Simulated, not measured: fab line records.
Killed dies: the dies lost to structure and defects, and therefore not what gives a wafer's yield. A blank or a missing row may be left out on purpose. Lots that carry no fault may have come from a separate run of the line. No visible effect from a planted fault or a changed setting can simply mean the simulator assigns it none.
fab line records	flow sky130
record lots=6	wafers=18	last-day=50
route steps=708 shown VT_ADJUST_LVTN@104 VT_ADJUST_NCORE@119 PAD_OPEN@708
lots with no fault: from the same line, run without faults
start-h: hours from the record's first day to the start of the lot's first wafer shown	wait-h: hours elapsed since this lot's preceding step	" identical to the entry in the row above	L1.1+2: several wafers, shown together as one row	- either no value or no given start	* or withheld: withheld	< > ~ a bound
route shown NAME@n: a module of which the file shows steps, and the number in the route of the first	usual: mean/standard deviation taken from wafers without a fault	same: alike in all rows	chamber/n: place in a boat	sites: per-site readings	_std_site: the values' standard deviation	_edge_site: the outer-site mean with the inner-site mean subtracted	radius-mm: for every site, how far away it sits from the centre of the wafer	mask NAME#n: copy n	behind: the most recent tool/chamber to have shaped the wafer	hold: the reason the lot was held/the length of the hold in hours/how it ended	device: transistor that didn't switch, given as n, p or np	end of line: tests run on the same wafers once the route is complete	step lacking rows: just its recipe	killed: the dies lost at the first sort to structure and to defects; this is not the yield of the wafer	map: shows each die of a wafer: x if killed, . if not, _ if none is there
set.NAME: setting as actually run; set.NAME@STEP: the setting as run at that earlier step	model.NAME: the simulator's own value behind a step, which no gauge read
lots at some steps of the route; a table a step, a row a wafer
services: the hour from which a tool's chamber was out of use, counted from the record's first day as start-h (under 0 if before that day), plus the number of hours and why
## steps
# step SKY_VT_ADJUST_LVTN_OVL_MEAS_07
# usual VT_ADJUST_LVTN_OVL=-0.2/1.1
lot.wafer	tool	chamber	start-h	wait-h	VT_ADJUST_LVTN_OVL[nm]
L498.2	overlay-01	-	155.85	-	-1.0
L498.4	"	-	"	"	0.5
L498.5	"	-	"	"	-0.4
L509.2	overlay-02	-	224.61	-	1.2
L509.5	"	-	"	"	0.0
L509.6	"	-	"	"	-0.1
L511.1	overlay-01	-	239.65	-	-0.7
L511.5	"	-	"	"	-0.1
L511.6	"	-	"	"	-0.9
L514.1	overlay-02	-	258.70	-	-0.3
L514.2	"	-	"	"	-0.7
L514.5	"	-	"	"	0.0
L515.1	overlay-02	-	265.19	-	0.0
L515.2	"	-	"	"	0.3
L515.6	"	-	"	"	0.4
L519.2	overlay-01	-	295.56	-	-0.5
L519.5	"	-	"	"	-0.1
L519.6	"	-	"	"	-0.3
# step SKY_VT_ADJUST_LVTN_IMPLANT_08
# recipe species=B	energy-kev=30	dose-cm2=1.57e+12	tilt-deg=withheld
# step SKY_VT_ADJUST_LVTN_STRIP_09
# recipe chemistry=O2/N2	power-w=1400	pressure-mtorr=1500	platen-temp-c=withheld	o2-flow-sccm=3000	n2-flow-sccm=300	overash-fraction=0.5
# usual drypump-motor-current-A=5.71/0.23	oes-product-au=0.722/0.0047	strip-time-to-endpoint-s=36.91/0.11
lot.wafer	tool	chamber	start-h	wait-h	drypump-motor-current-A	oes-product-au	rf-hours-counter-h	strip-time-to-endpoint-s
L498.2	plasma-asher-03	0	156.03	0.1	5.78	0.729	4	36.87
L498.4	"	1	"	"	5.41	0.721	-	36.91
L498.5	"	1	"	"	5.40	0.716	-	36.92
L509.2	plasma-asher-03	1	224.79	0.1	5.41	0.728	10	36.91
L509.5	"	0	"	"	5.79	0.720	-	36.92
L509.6	"	1	"	"	5.43	0.719	-	37.06
L511.1	plasma-asher-03	0	239.84	0.1	5.79	0.723	11	36.80
L511.5	"	1	"	"	5.42	0.725	-	36.93
L511.6	"	0	"	"	5.80	0.718	-	36.83
L514.1	plasma-asher-02	1	258.89	0.1	6.13	0.713	58	36.74
L514.2	"	0	"	"	5.65	0.725	58	36.82
L514.5	"	1	"	"	6.14	0.720	-	36.78
L515.1	plasma-asher-03	1	265.38	0.1	5.41	0.726	14	36.81
L515.2	"	0	"	"	5.79	0.721	14	36.91
L515.6	"	0	"	"	5.79	0.716	-	37.02
L519.2	plasma-asher-03	0	295.74	0.1	5.80	0.727	17	36.80
L519.5	"	1	"	"	5.40	0.723	-	36.82
L519.6	"	0	"	"	5.80	0.731	-	36.81
# step SKY_VT_ADJUST_LVTN_TW_MEAS_10
# usual VT_ADJUST_LVTN_TW=243.3/1.8
lot.wafer	tool	chamber	start-h	wait-h	VT_ADJUST_LVTN_TW
L498.2	film-metro-02	-	156.14	0.1	244.3
L498.4	"	-	"	"	244.2
L498.5	"	-	"	"	244.1
L509.2	film-metro-02	-	224.90	0.1	243.1
L509.5	"	-	"	"	241.6
L509.6	"	-	"	"	242.7
L511.1	film-metro-02	-	239.94	0.1	242.6
L511.5	"	-	"	"	242.8
L511.6	"	-	"	"	242.7
L514.1	film-metro-02	-	258.99	0.1	244.4
L514.2	"	-	"	"	244.9
L514.5	"	-	"	"	244.3
L515.1	film-metro-04	-	265.48	0.1	245.2
L515.2	"	-	"	"	244.6
L515.6	"	-	"	"	243.2
L519.2	film-metro-03	-	295.85	0.1	240.7
L519.5	"	-	"	"	240.4
L519.6	"	-	"	"	240.3
# step SKY_VT_ADJUST_LVTN_DEHYDRATE_11
# recipe temp-c=200	time-s=60
# step SKY_VT_ADJUST_LVTN_HMDS_12
# recipe prime-time-s=60	prime-temp-c=120
# step SKY_VT_ADJUST_LVTN_COAT_13
# recipe resist=NOVOLAK	spin-rpm=3074	resist-thk-nm=1140
# step SKY_VT_ADJUST_LVTN_SOFTBAKE_14
# recipe temp-c=90	time-s=60	resist=NOVOLAK
# step SKY_VT_ADJUST_LVTN_EXPOSE_15
# recipe mask-id=HVN_STD_DERIVED	na=0.6	source-shape=conventional	sigma-outer=0.6	polarization=unpolarized	target-cd-nm=600	dose-mj=163
# step SKY_VT_ADJUST_LVTN_PEB_16
# recipe temp-c=withheld	time-s=*	resist=NOVOLAK
# step SKY_VT_ADJUST_LVTN_DEVELOP_17
# recipe resist=NOVOLAK	developer=TMAH	develop-time-s=60	dev-temp-c=23
# step SKY_VT_ADJUST_LVTN_OVL_MEAS_18
# usual VT_ADJUST_LVTN_01_OVL=-1.0/1.4
lot.wafer	tool	chamber	start-h	wait-h	VT_ADJUST_LVTN_01_OVL[nm]
L498.2	overlay-01	-	175.77	0.1	-2.9
L498.4	"	-	"	"	-2.9
L498.5	"	-	"	"	-1.7
L509.2	overlay-01	-	248.15	0.1	-3.6
L509.5	"	-	"	"	-1.4
L509.6	"	-	"	"	-2.4
L511.1	overlay-01	-	263.12	0.1	-1.5
L511.5	"	-	"	"	-2.5
L511.6	"	-	"	"	-1.3
L514.1	overlay-01	-	282.15	0.1	-0.5
L514.2	"	-	"	"	-0.7
L514.5	"	-	"	"	-1.8
L515.1	overlay-01	-	289.42	0.1	-2.1
L515.2	"	-	"	"	-1.6
L515.6	"	-	"	"	-2.8
L519.2	overlay-02	-	320.76	0.1	-0.4
L519.5	"	-	"	"	1.3
L519.6	"	-	"	"	0.9
# step SKY_VT_ADJUST_LVTN_IMPLANT_19
# recipe species=B	energy-kev=30	dose-cm2=6.5e+11	tilt-deg=withheld
# usual dose-ions-cm2=6.501e+11/7.5e+08	faraday-current-uA=3.67/0.079
lot.wafer	tool	chamber	start-h	wait-h	dose-ions-cm2	faraday-current-uA
L498.2	implanter-03	0	175.83	0.0	6.498e+11	3.75
L498.4	"	0	"	"	6.506e+11	3.80
L498.5	"	0	"	"	6.501e+11	3.81
L509.2	implanter-03	0	248.20	0.0	9.811e+11	5.31
L509.5	"	0	"	"	9.812e+11	5.54
L509.6	"	0	"	"	9.821e+11	5.56
L511.1	implanter-03	0	263.15	0.0	9.815e+11	5.44
L511.5	"	0	"	"	9.816e+11	5.50
L511.6	"	0	"	"	9.812e+11	5.56
L514.1	implanter-01	0	282.19	0.0	6.501e+11	3.73
L514.2	"	0	"	"	6.501e+11	3.69
L514.5	"	0	"	"	6.495e+11	3.62
L515.1	implanter-01	0	289.45	0.0	6.493e+11	3.64
L515.2	"	0	"	"	6.511e+11	3.69
L515.6	"	0	"	"	6.512e+11	3.74
L519.2	implanter-02	0	320.81	0.0	6.504e+11	3.68
L519.5	"	0	"	"	6.505e+11	3.63
L519.6	"	0	"	"	6.504e+11	3.73
# step SKY_VT_ADJUST_LVTN_STRIP_20
# recipe chemistry=O2/N2	power-w=1400	pressure-mtorr=1500	platen-temp-c=withheld	o2-flow-sccm=3000	n2-flow-sccm=300	overash-fraction=0.5
# usual drypump-motor-current-A=5.73/0.22	oes-product-au=0.716/0.0047	strip-time-to-endpoint-s=14.02/0.037
lot.wafer	tool	chamber	start-h	wait-h	drypump-motor-current-A	oes-product-au	rf-hours-counter-h	strip-time-to-endpoint-s
L498.2	plasma-asher-02	1	175.95	0.1	6.10	0.711	50	14.01
L498.4	"	1	"	"	6.11	0.721	-	14.02
L498.5	"	1	"	"	6.11	0.712	-	14.05
L509.2	plasma-asher-04	0	248.33	0.1	5.73	0.718	58	14.04
L509.5	"	0	"	"	5.73	0.722	-	14.04
L509.6	"	1	"	"	5.57	0.711	-	14.09
L511.1	plasma-asher-04	0	263.30	0.1	5.73	0.716	59	14.02
L511.5	"	0	"	"	5.74	0.716	-	14.02
L511.6	"	1	"	"	5.55	0.717	-	14.05
L514.1	plasma-asher-02	1	282.34	0.1	6.13	0.717	60	14.01
L514.2	"	0	"	"	5.66	0.718	60	13.93
L514.5	"	1	"	"	6.15	0.711	-	14.00
L515.1	plasma-asher-04	0	289.60	0.1	5.72	0.717	62	13.98
L515.2	"	1	"	"	5.60	0.719	62	13.97
L515.6	"	1	"	"	5.60	0.717	-	13.97
L519.2	plasma-asher-03	0	320.94	0.1	5.83	0.713	19	14.04
L519.5	"	0	"	"	5.83	0.715	-	14.02
L519.6	"	1	"	"	5.40	0.725	-	13.98
# step SKY_VT_ADJUST_LVTN_TW_MEAS_21
# usual VT_ADJUST_LVTN_2_TW=189.6/1.3
lot.wafer	tool	chamber	start-h	wait-h	VT_ADJUST_LVTN_2_TW
L498.2	film-metro-04	-	176.06	0.1	189.6
L498.4	"	-	"	"	190.5
L498.5	"	-	"	"	190.1
L509.2	film-metro-02	-	248.44	0.1	214.1
L509.5	"	-	"	"	213.3
L509.6	"	-	"	"	212.8
L511.1	film-metro-02	-	263.40	0.1	214.7
L511.5	"	-	"	"	214.4
L511.6	"	-	"	"	214.7
L514.1	film-metro-02	-	282.44	0.1	189.9
L514.2	"	-	"	"	190.1
L514.5	"	-	"	"	189.4
L515.1	film-metro-03	-	289.70	0.1	187.1
L515.2	"	-	"	"	187.7
L515.6	"	-	"	"	187.4
L519.2	film-metro-03	-	321.05	0.1	187.7
L519.5	"	-	"	"	187.8
L519.6	"	-	"	"	187.4
# step SKY_VT_ADJUST_NCORE_DEHYDRATE_00
# recipe temp-c=200	time-s=60
# step SKY_PAD_OPEN_PROBE_99
# usual killed_at_M0_to_M3=43/7.7	killed_at_M4_up=3.0/1.7	killed-at-contacts=24/5.2	killed-at-front-end=15/4.5	killed-at-other=0.3/0.5	killed-dies=85/9.5	killed-open=47/6.6	killed-short=38/6.6
# same gross-dies=492	killed-at-back-side=0
lot.wafer	tool	chamber	start-h	wait-h	killed_at_M0_to_M3	killed_at_M4_up	killed-at-contacts	killed-at-front-end	killed-at-other	killed-dies	killed-open	killed-short	model.etest.res-pwell-under-gate.rs-ohm-sq	model.etest.tip_n_5v.rs-ohm-sq	model.etest.nfet_16v.drive-ua-um	model.etest.nfet-g5v0d10v5.body-rise-v	model.etest.nfet_16v.body-rise-v	model.etest.nfet-g5v0d10v5.vt-sat-v	model.etest.nfet-g5v0d10v5.vt-v	model.etest.nfet_16v.vt-v
L498.2	prober-01	-	1102.26	0.1	43	2	21	14	1	81	43	38	2282	1367	227.4	0.6536	0.6516	0.7546	0.8129	0.755
L498.4	prober-01	-	1102.36	0.2	43	2	26	12	0	83	49	34	2304	1354	222.5	0.6666	0.6636	0.7574	0.8188	0.77
L498.5	prober-01	-	1102.41	0.2	42	1	23	8	0	74	41	33	2291	1368	224	0.6605	0.6559	0.7554	0.8152	0.758
L511.1	prober-01	-	1169.54	0.1	40	3	23	13	1	80	44	36	2237	1423	212.3	0.722	0.7181	0.822	0.8726	0.8081
L511.5	prober-01	-	1169.74	0.2	34	1	30	16	0	81	40	41	2226	1428	212.6	0.7246	0.7187	0.8244	0.8736	0.811
L511.6	prober-01	-	1169.79	0.2	50	3	22	16	0	91	45	46	2223	1434	210.5	0.7265	0.7222	0.8198	0.8718	0.8096
L509.2	prober-02	-	1172.08	0.1	58	7	21	21	0	107	44	63	2242	1398	213.2	0.7246	0.7187	0.8202	0.8736	0.8104
L509.5	prober-02	-	1172.23	0.2	42	1	32	18	0	93	42	51	2259	1407	215.1	0.7186	0.7149	0.8089	0.8615	0.802
L509.6	prober-02	-	1172.28	0.2	45	0	32	20	0	97	49	48	2252	1412	217.6	0.7145	0.7097	0.8117	0.8628	0.7977
L519.2	prober-02	-	1194.59	0.1	47	1	15	15	0	78	40	38	2295	1391	220.7	0.6747	0.6697	0.7785	0.8387	0.7821
L519.5	prober-02	-	1194.74	0.2	42	3	34	16	0	95	46	49	2298	1392	221.1	0.6725	0.6697	0.7754	0.8346	0.7765
L519.6	prober-02	-	1194.79	0.2	44	2	22	21	0	89	52	37	2317	1385	217.4	0.6825	0.679	0.7759	0.8384	0.7803
# killed by level:class
L498.2 CONTACT:geometric-particle:open=8 VIA2:geometric-particle:open=7 METAL2:geometric-particle:short=6 METAL3:geometric-particle:short=6 VIA1:geometric-particle:open=6 FIELD_ISO:geometric-particle:open=5 METAL1:geometric-particle:short=5 VIA3:geometric-particle:open=5
L498.4 CONTACT:geometric-particle:open=9 LI_CONTACT:geometric-particle:open=8 VIA1:geometric-particle:open=8 METAL2:geometric-particle:short=7 VIA2:geometric-particle:open=7 VIA3:geometric-particle:open=7 FIELD_ISO:geometric-particle:short=4 FIELD_ISO:geometric-particle:open=3
L498.5 CONTACT:geometric-particle:open=9 VIA1:geometric-particle:open=7 METAL1:geometric-particle:short=7 LOCAL_INTERCONNECT:geometric-particle:short=6 METAL2:geometric-particle:short=6 VIA2:geometric-particle:open=6 VIA1:geometric-particle:short=5 LI_CONTACT:geometric-particle:open=4
L511.1 LI_CONTACT:geometric-particle:open=9 VIA1:geometric-particle:open=9 VIA2:geometric-particle:open=8 CONTACT:geometric-particle:short=7 VIA3:geometric-particle:open=6 METAL2:geometric-particle:short=5 FIELD_ISO:geometric-particle:short=4 CONTACT:geometric-particle:open=4
L511.5 CONTACT:geometric-particle:open=14 FIELD_ISO:geometric-particle:open=7 FIELD_ISO:geometric-particle:short=6 VIA1:geometric-particle:open=5 VIA1:geometric-particle:short=5 CONTACT:geometric-particle:short=5 LI_CONTACT:geometric-particle:open=5 METAL2:geometric-particle:short=5
L511.6 METAL1:geometric-particle:short=9 VIA2:geometric-particle:open=9 CONTACT:geometric-particle:open=8 METAL2:geometric-particle:short=8 VIA1:geometric-particle:short=6 LI_CONTACT:geometric-particle:open=6 FIELD_ISO:geometric-particle:short=5 VIA1:geometric-particle:open=5
L509.2 VIA1:geometric-particle:open=18 METAL2:geometric-particle:short=10 METAL1:geometric-particle:short=9 POLY_GATE:geometric-particle:short=7 LI_CONTACT:geometric-particle:open=6 VIA1:geometric-particle:short=6 METAL4:geometric-particle:short=6 FIELD_ISO:geometric-particle:short=5
L509.5 LOCAL_INTERCONNECT:geometric-particle:short=9 VIA1:geometric-particle:open=9 CONTACT:geometric-particle:open=7 METAL2:geometric-particle:short=6 FIELD_ISO:geometric-particle:open=5 LI_CONTACT:geometric-particle:short=5 LI_CONTACT:geometric-particle:open=5 METAL1:geometric-particle:short=5
L509.6 LI_CONTACT:geometric-particle:open=8 VIA1:geometric-particle:open=8 FIELD_ISO:geometric-particle:open=7 CONTACT:geometric-particle:open=7 METAL2:geometric-particle:short=7 VIA2:geometric-particle:open=7 LI_CONTACT:geometric-particle:short=6 CONTACT:geometric-particle:short=6
L519.2 VIA3:geometric-particle:open=7 VIA2:geometric-particle:open=7 CONTACT:geometric-particle:open=6 METAL1:geometric-particle:short=6 METAL1:geometric-particle:open=5 VIA1:geometric-particle:open=5 METAL2:geometric-particle:short=5 CONTACT:geometric-particle:short=4
L519.5 CONTACT:geometric-particle:open=12 LI_CONTACT:geometric-particle:open=9 METAL1:geometric-particle:short=8 POLY_GATE:geometric-particle:short=7 VIA1:geometric-particle:open=7 METAL2:geometric-particle:short=7 LI_CONTACT:geometric-particle:short=5 VIA1:geometric-particle:short=5
L519.6 VIA1:geometric-particle:open=9 VIA2:geometric-particle:open=9 LI_CONTACT:geometric-particle:open=8 CONTACT:geometric-particle:open=7 METAL2:geometric-particle:short=6 FIELD_ISO:geometric-particle:open=5 POLY_GATE:geometric-particle:open=5 METAL1:geometric-particle:short=5
## services
tool	chamber	start-h	hours	kind
implanter-03	-	183.98	4.8	repair
implanter-03	-	185.05	2.4	repair
plasma-asher-03	-	194.28	5.4	repair
plasma-asher-04	-	199.25	1.9	repair
implanter-01	-	222.31	5.9	pm
plasma-asher-04	-	252.40	4.3	pm
implanter-03	-	285.93	18.5	pm
implanter-01	-	304.57	1.0	repair
plasma-asher-02	-	307.25	4.2	repair
## key
first-sign step=SKY_VT_ADJUST_LVTN_IMPLANT_19	reading=dose-ions-cm2	direction=up	sigmas=99+	usual=*	struck=*
effect step=SKY_VT_ADJUST_LVTN_IMPLANT_19	reading=faraday-current-uA	direction=up	sigmas=23	usual=3.67	struck=5.48
effect step=SKY_VT_ADJUST_LVTN_TW_MEAS_21	reading=VT_ADJUST_LVTN_2_TW	direction=up	sigmas=18	usual=189.6	struck=214.0
model-effect step=SKY_PAD_OPEN_PROBE_99	value=etest.res-pwell-under-gate.rs-ohm-sq	without=2299	struck=2240
met-at SKY_VT_ADJUST_LVTN_IMPLANT_19
struck-wafers L509.2,L509.5,L509.6,L511.1,L511.5,L511.6
tester-left-out L509,L511
onset-between 175.83 248.20
fault kind=process-parameter-drift	tool=implanter-03	chamber=-	onset-h=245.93	steps=SKY_VT_ADJUST_LVTN_IMPLANT_19	channel=dose-cm2	offset=*	shape=step	end-h=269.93	acts-in=*	stated=*
# tester-left-out: of these lots the tester's yield and bins aren't shown, on N5 and GAA mostly nor the transistor test; their killed dies are dies lost to structure and defects alone, not to doping, threshold or leakage, so they don't give the yield
